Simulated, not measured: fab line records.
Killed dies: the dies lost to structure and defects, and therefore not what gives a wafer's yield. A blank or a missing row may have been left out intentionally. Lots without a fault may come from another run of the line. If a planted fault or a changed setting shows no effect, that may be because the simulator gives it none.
Chamber matching    flow sky130    SKY_CAPM_CVD_00 on pecvd-04: 3 sister chambers
The step deposits SiO2, target thk 15.5 nm. 14 wafers are shown with their chamber, then 7 later ones without.

== WAFERS WITH THEIR CHAMBER ==
wafer   chamber  heaterPowerOuterW (W)  heaterPowerW (W)
L074.1  0        661                    1010
L074.2  1        396                    684
L074.5  1        408                    681
L076.1  2        317                    580
L076.3  1        432                    721
L076.4  2        307                    577
L081.2  0        734                    1113
L081.3  1        385                    661
L081.6  1        390                    658
L082.2  1        399                    648
L082.5  1        395                    648
L082.6  2        307                    592
L084.1  1        400                    684
L084.3  2        268                    526

SIGNATURES, as means of the wafers listed above
reading            chamber 0  chamber 1  chamber 2  scatter within a chamber
heaterPowerOuterW  697.50     400.62     299.75     22.4
heaterPowerW       1061.50    673.12     568.75     33.2
Rule: a wafer's distance from a chamber is the root of the sum, over the readings, of the square of ((its reading less the chamber's mean) divided by the reading's scatter). The wafer belongs to the nearest chamber; if the next one is less than 2 further off, it can't be placed. The scatter: take each reading less its chamber's mean, square it, sum over the shown wafers, divide by the number of wafers less the number of chambers, and take the root.

== WAFERS WHOSE CHAMBER IS MISSING ==
wafer   heaterPowerOuterW (W)  heaterPowerW (W)
L084.5  399                    678
L090.3  309                    585
L090.4  296                    607
L090.5  431                    697
L094.2  702                    1026
L094.3  283                    577
L094.5  287                    586

== WHICH CHAMBER EACH WENT THROUGH ==
wafer   from the rows above  in truth
L084.5  1                    1
L090.3  2                    2
L090.4  2                    2
L090.5  1                    1
L094.2  0                    0
L094.3  2                    2
L094.5  2                    2
Correctly placed: 7 of 7. Left unplaced by these rows: 0. Number placed wrongly: 0.
